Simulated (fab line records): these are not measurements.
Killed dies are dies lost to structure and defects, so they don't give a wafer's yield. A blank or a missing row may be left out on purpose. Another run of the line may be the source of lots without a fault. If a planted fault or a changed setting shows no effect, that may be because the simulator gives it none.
Chamber matching -- flow gf180mcu -- rie-diel-04 running GF_SAB_ETCH_11: 4 sister chambers
The step etches SiO2 in C4F8/O2/Ar, target depth 55 nm, time 8.5 s. 14 wafers are shown with their chamber, then 7 later ones without.

## WAFERS PAIRED WITH THEIR CHAMBERS
wafer,chamber,oes-product-au (a.u.)
L479.1,1,0.995
L479.2,3,0.996
L479.3,0,0.992
L481.2,2,0.999
L481.5,2,1.003
L481.6,1,0.986
L482.1,2,0.992
L482.3,0,0.991
L482.6,3,0.984
L483.2,1,0.996
L483.5,1,0.983
L483.6,0,0.991
L491.3,3,1.003
L491.4,0,0.996

SIGNATURES, as means of the wafers listed above
reading,chamber 0,chamber 1,chamber 2,chamber 3,scatter within a chamber
oes-product-au,0.99250,0.99000,0.99800,0.99433,0.00624
Rule: a wafer lies at a distance from a chamber equal to the root of the sum of squares, over the readings, of (its reading less the chamber's mean, divided by the reading's scatter). The wafer belongs to the nearest chamber; if the next one is less than 2 further off, it can't be placed. The scatter: take each reading less its chamber's mean, square it, sum over the shown wafers, divide by the number of wafers less the number of chambers, and take the root.

## WAFERS WITH NO CHAMBER GIVEN
wafer,oes-product-au (a.u.)
L491.6,0.991
L494.2,1.005
L494.4,1.008
L494.5,1.005
L501.1,1.000
L501.4,0.994
L501.6,1.000

## EACH ONE'S CHAMBER
wafer,from the rows above,in truth
L491.6,can't be placed: 1 or 0 or 3 or 2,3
L494.2,can't be placed: 2 or 3 or 0 or 1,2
L494.4,can't be placed: 2 or 3 or 0 or 1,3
L494.5,can't be placed: 2 or 3 or 0 or 1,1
L501.1,can't be placed: 2 or 3 or 0 or 1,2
L501.4,can't be placed: 3 or 0 or 1 or 2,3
L501.6,can't be placed: 2 or 3 or 0 or 1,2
Placed correctly: 0 of 7. Unplaceable from these rows: 7, with the true chamber sitting among the candidates in 7. Placed wrongly: 0.
